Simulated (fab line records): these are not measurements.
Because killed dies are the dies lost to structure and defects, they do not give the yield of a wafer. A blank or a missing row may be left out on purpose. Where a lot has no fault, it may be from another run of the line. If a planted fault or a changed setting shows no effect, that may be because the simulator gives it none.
Which tool is to blame?    flow sky130    12 lots, 36 wafers sampled, at 4 steps of a route of 708

WHAT THE GAUGES READ, wafer by wafer
SKY_VIA3_OVL_MEAS_13.
lot   measured      on          VIA3_OVL (nm)
L263  day 40 11:54  overlay-02  -5 -9 0
L264  day 40 17:26  overlay-01  -8 -11 -10
L265  day 40 20:42  overlay-02  1 -11 2
L267  day 41 13:47  overlay-01  -3 6 -3
L269  day 42 01:45  overlay-02  -9 -6 -13
L275  day 43 16:24  overlay-02  -5 -8 -8
L278  day 44 12:44  overlay-01  -6 -4 4
L279  day 44 17:50  overlay-02  8 7 -2
L281  day 45 01:21  overlay-01  1 -4 -5
L282  day 45 07:53  overlay-01  -7 -6 1
L283  day 45 13:41  overlay-01  3 1 6
L285  day 46 01:18  overlay-02  4 1 8

SKY_CAP2M_THK_MEAS_04: measures by xrf.
lot   measured      on             CAP2M_TIN_THK (nm)
L263  day 40 13:55  film_metro-03  191.6 193.7 193.5
L264  day 40 19:19  film_metro-04  195.6 193.3 198.3
L265  day 40 22:36  film_metro-04  192.2 193.5 192.0
L267  day 41 15:43  film_metro-02  197.2 197.4
L269  day 42 03:37  film_metro-03  194.0 195.7 196.9
L275  day 43 18:16  film_metro-03  193.5 193.5 191.8
L278  day 44 14:36  film_metro-04  195.7 196.9 196.6
L279  day 44 19:41  film_metro-02  198.2 200.6 199.1
L281  day 45 03:13  film_metro-04  195.4 193.8 195.3
L282  day 45 09:44  film_metro-03  192.4 196.2 194.3
L283  day 45 15:32  film_metro-02  198.2 196.9 193.6
L285  day 46 03:11  film_metro-03  194.8 194.2 193.9

EACH LOT AND THE TOOL THAT RAN IT (in order: tool; ch and the chambers of the sampled wafers; start)
lot   SKY_VIA3_SPUTTER_20           SKY_VIA3_CMP_24
L263  pvd_sputter-03, day 40 12:38  cmp-01 ch 0,2, day 40 13:07
L264  pvd_sputter-02, day 40 18:11  cmp-02 ch 0,2,3, day 40 18:32
L265  pvd_sputter-03, day 40 21:25  cmp-02 ch 0,1,2, day 40 21:53
L267  pvd_sputter-03, day 41 14:32  cmp-02 ch 0,3, day 41 14:58
L269  pvd_sputter-01, day 42 02:28  cmp-01 ch 0,1, day 42 02:53
L275  pvd_sputter-01, day 43 17:07  cmp-01 ch 0,1,3, day 43 17:36
L278  pvd_sputter-03, day 44 13:28  cmp-01 ch 0,3, day 44 13:49
L279  pvd_sputter-02, day 44 18:34  cmp-02 ch 0,1, day 44 18:55
L281  pvd_sputter-02, day 45 02:04  cmp-01 ch 0,2, day 45 02:29
L282  pvd_sputter-02, day 45 08:37  cmp-02 ch 1,3, day 45 08:59
L283  pvd_sputter-02, day 45 14:25  cmp-01 ch 1,2,3, day 45 14:49
L285  pvd_sputter-03, day 46 02:01  cmp-02 ch 0,2, day 46 02:26
- SKY_VIA3_SPUTTER_20: material TiN, target thk 20 nm, time 80 s.
- SKY_VIA3_CMP_24: polishes, stops on SiO2, t overpolish 20 s, target thk 0 nm.

AS READ BY THE TOOLS THEMSELVES (means over the sampled wafers that have a number; for cases with no such wafer, the mark the record gives instead)
SKY_VIA3_SPUTTER_20.
lot   tool            cathode_dc_power_W (W)  throttle_valve_pct (%)
L263  pvd_sputter-03  3999.9                  29.7
L264  pvd_sputter-02  4000.2                  29.2
L265  pvd_sputter-03  3999.6                  29.1
L267  pvd_sputter-03  3999.7                  29.7
L269  pvd_sputter-01  4000.0                  30.4
L275  pvd_sputter-01  4000.0                  30.2
L278  pvd_sputter-03  4000.2                  29.3
L279  pvd_sputter-02  4000.8                  29.7
L281  pvd_sputter-02  4000.3                  29.9
L282  pvd_sputter-02  4000.1                  29.1
L283  pvd_sputter-02  3999.6                  29.8
L285  pvd_sputter-03  3999.5                  29.5

SKY_VIA3_CMP_24.
lot   tool    motor_current_A (A)  overpolish_run_s (s)  platen_rpm (rpm)  retaining_ring_pressure_frac  slurry_filter_dp_kPa (kPa)  time_to_endpoint_s (s)
L263  cmp-01  12.0                 20.001                60.04             0.997                         13.53                       96
L264  cmp-02  9.9                  19.997                59.99             0.999                         13.55                       96
L265  cmp-02  10.2                 19.999                60.00             1.000                         13.49                       96
L267  cmp-02  10.3                 13.346                60.00             0.998                         13.50                       111
L269  cmp-01  11.5                 19.999                59.98             1.002                         13.55                       92
L275  cmp-01  11.6                 19.998                60.08             1.001                         13.55                       94
L278  cmp-01  11.9                 20.004                60.01             1.001                         13.51                       94
L279  cmp-02  9.9                  20.000                60.00             0.998                         13.51                       94
L281  cmp-01  11.6                 19.997                60.01             0.999                         13.37                       96
L282  cmp-02  11.3                 20.015                59.99             1.002                         13.51                       95
L283  cmp-01  11.6                 19.996                59.99             0.998                         13.50                       98
L285  cmp-02  9.7                  20.003                60.01             0.996                         13.51                       97

THE ANSWER, worked out from the rows above alone
Rule: the lots themselves supply what counts as usual. Put in order of their means at a reading, lots are off if they are a third of the lots or fewer, leave a main group of 4 or more, and stand apart from it by a gap of 3 or more times the standard deviation of the main group's means; of several such gaps the widest counts. A main group whose means are all the same, to the digits that the tables above print for the reading, isn't used. A lot without any number at a reading at which 4 lots or more have one is off too. All remaining lots with rows at the step are treated as sound. The gauges are gone through in route order, then the tools' own readings, and for those a lot's mean is taken as printed above. At the first step where some lot is off, the reading lying furthest off is the one used; lots without a number count as furthest.
Off, at SKY_VIA3_CMP_24 on overpolish_run_s: L267. Main group: mean 20.001 s, sd 0.0051.
A tool fits if, at that step or a process step before it, it ran every lot that is off, and no sound lot after the first of them. None of those tried fits.

WHAT THE SIMULATOR PUT IN
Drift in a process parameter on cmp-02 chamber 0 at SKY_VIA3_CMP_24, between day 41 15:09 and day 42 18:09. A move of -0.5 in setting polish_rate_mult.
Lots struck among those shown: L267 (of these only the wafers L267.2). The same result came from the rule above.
